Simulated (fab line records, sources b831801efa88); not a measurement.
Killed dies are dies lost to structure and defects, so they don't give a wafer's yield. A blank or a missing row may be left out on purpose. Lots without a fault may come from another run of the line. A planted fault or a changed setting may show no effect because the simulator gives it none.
A struck lot beside a sound one | flow sky130 | 38 steps out of a route of 708
Sound: wafers L458.1, L458.5, L458.6. Struck: wafer L469.5. (L469.2, L469.6 of the same lot were not struck and are left out.) The cause comes at the end.
At each step with rows: each side's tool, then ch and its chambers, then its first start. Under that, the readings that differ: sound wafers | struck wafers | difference of the means | sigmas: that difference in standard deviations of wafers without a fault.
alike: readings whose means differ by less than 2 such deviations, and words and numbers that are the same on both sides. not compared: withheld readings, readings that some wafer has no value for, bounds like >300 that may hide the same value, and numbers for which the record gives no deviation and whose values overlap.
The two part at a step that has a row with sigmas, a row that says differs or no value, or rows on one side only. Numbers that don't overlap but have no deviation are shown without sigmas and don't part them. A reading that every wafer of one side lacks parts them only if that side has two wafers or more.

first, 9 steps without rows for these wafers: SKY_VIA3_SPUTTER_20 (material TiN, target thk 20 nm, time 80 s); SKY_VIA3_CVD_21 (deposits W, target thk 390 nm, time 117.31 s); SKY_VIA3_CMP_24 (polishes, stops on SiO2, t overpolish 20 s, target thk 0 nm); SKY_METAL4_SPUTTER_00 (material Ti, target thk 15 nm, time 10 s); SKY_METAL4_SPUTTER_01 (material TiN, target thk 20 nm, time 16.7 s); SKY_METAL4_SPUTTER_02 (material AlCu, target thk 735 nm, time 39.1 s); SKY_METAL4_SPUTTER_03 (material Ti, target thk 5 nm, time 3.3 s); SKY_METAL4_SPUTTER_04 (material TiN, target thk 70 nm, time 58.3 s); SKY_CAP2M_CVD_00 (deposits SiO2, target thk 15.5 nm).
SKY_CAP2M_SPUTTER_02: material TiN, target thk 200 nm, time 166.7 s.
  sound on pvd_sputter-03, day 42 04:37; struck on pvd_sputter-03, day 44 23:38
  reading                                   | sound                | struck | difference | sigmas
  cathode_dc_power_W (W)                    | 6502.8 6499.4 6500.3 | 6498.4 | -2.4       | -2
  model.TiN_of_CAP2M_SPUTTER_02.thk_nm (nm) | 199.5 200.7 200.6    | 177.3  | -23.0      |
  alike: throttle_valve_pct
SKY_CAP2M_RS_MEAS_03: measures by four-point-probe.
  sound on film_metro-03, day 42 04:43; struck on film_metro-03, day 44 23:46
  reading               | sound          | struck | difference | sigmas
  CAP2M_TIN_RS (ohm/sq) | 6.93 6.88 6.88 | 7.80   | +0.90      | +9
SKY_CAP2M_THK_MEAS_04: measures by xrf.
  sound on film_metro-03, day 42 04:50; struck on film_metro-03, day 44 23:52
  reading            | sound             | struck | difference | sigmas
  CAP2M_TIN_THK (nm) | 198.6 200.3 200.3 | 177.5  | -22.2      | -9
then, 7 steps without rows for these wafers: SKY_CAP2M_DEHYDRATE_05 (time 60 s); SKY_CAP2M_HMDS_06 (prime time 60 s); SKY_CAP2M_COAT_07 (resist thk 1140 nm); SKY_CAP2M_SOFTBAKE_08 (time 60 s); SKY_CAP2M_EXPOSE_09 (exposes mask CAP2M, target cd 1000 nm); SKY_CAP2M_PEB_10; SKY_CAP2M_DEVELOP_11 (develop time 60 s).
SKY_CAP2M_METAL_ETCH_13: etches TiN in Cl2/BCl3, stops on SiO2, target depth 220 nm, time 62.9 s.
  sound on rie_metal-02 ch 0,1, day 43 03:16; struck on rie_metal-01 ch 0, day 45 20:17
  reading                | sound                | struck | difference | sigmas
  oes_product_au (a.u.)  | 0.933 0.943 0.941    | 0.869  | -0.070     | -8
  throttle_valve_pct (%) | 21.897 21.903 21.890 | 21.945 | +0.048     | +4
  alike: drypump_motor_current_A, rf_fwd_power_W
  not compared: rf_hours_counter_h
then, 16 steps without rows for these wafers: SKY_CAP2M_STRIP_14 (strips in O2/N2); SKY_CAP2M_STRIP_15 (strips in post etch residue remover, time 1200 s); SKY_CAP2M_CLEAN_16 (cleans in IPA, time 180 s); SKY_CAP2M_CLEAN_17 (cleans in O3/DIW); SKY_METAL4_DEHYDRATE_05 (time 60 s); SKY_METAL4_HMDS_06 (prime time 60 s); SKY_METAL4_COAT_07 (resist thk 60 nm); SKY_METAL4_COAT_08 (resist thk 1140 nm); SKY_METAL4_SOFTBAKE_09 (time 90 s); SKY_METAL4_EXPOSE_10 (exposes mask MM4, target cd 300 nm); SKY_METAL4_PEB_11; SKY_METAL4_DEVELOP_12 (develop time 60 s); SKY_METAL4_DESCUM_15 (chemistry O2, time 8 s); SKY_METAL4_ETCH_16 (etches BARC in N2/H2, stops on SiO2, time 88.2 s, target depth 60 nm); SKY_METAL4_ETCH_17 (etches SiO2 in C4F8/O2/Ar, stops on TiN, time 3.9 s, target depth 15 nm); SKY_METAL4_METAL_ETCH_18 (etches the open film in Cl2/BCl3, stops on SiO2, target depth 845 nm, time 183.1 s).
SKY_METAL4_STRIP_20: strips in post etch residue remover, time 1200 s.
  sound on wet_bench-03 ch 1, day 44 03:50; struck on wet_bench-02 ch 1, day 46 17:05
  reading                                   | sound             | struck | difference | sigmas
  model.TiN_of_CAP2M_SPUTTER_02.thk_nm (nm) | 198.7 199.9 199.7 | 176.4  | -23.0      |
-- the record jumps here: 3 days lie between the struck wafers' starts before and after (it left off in module METAL4 and takes up again in module PAD_OPEN, whose first step shown is number 708 of the route) --
SKY_PAD_OPEN_PROBE_99:
  sound on prober-02, day 47 20:25; struck on prober-01, day 50 00:44
  reading                               | sound                | struck | difference | sigmas
  killed_at_front_end                   | 18 17 18             | 7      | -11        | -3
  model.etest.cap_mim2.plate_ohm_sq     | 5.982 6.048 5.992    | 6.75   | +0.74      |
  model.etest.cap_mim2.leak_log10_a_cm2 | -9.099 -9.061 -8.898 | -8.806 | +0.213     |
  alike: defect_limited_yield, killed_at_M0_to_M3, killed_at_M4_up, killed_at_contacts, killed_at_other, killed_dies, killed_open, killed_short, sort_bin_3_pad_short, sort_bin_5_function, sort_bin_6_memory, sort_n_pass, sort_yield_pct

WHERE THEY PART
First at SKY_CAP2M_SPUTTER_02; last, within this record, at SKY_PAD_OPEN_PROBE_99.

WHY: what the simulator had put in
Process parameter drift: pvd_sputter-03, from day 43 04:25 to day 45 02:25, at SKY_CAP2M_SPUTTER_02. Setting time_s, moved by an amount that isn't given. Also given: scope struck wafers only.
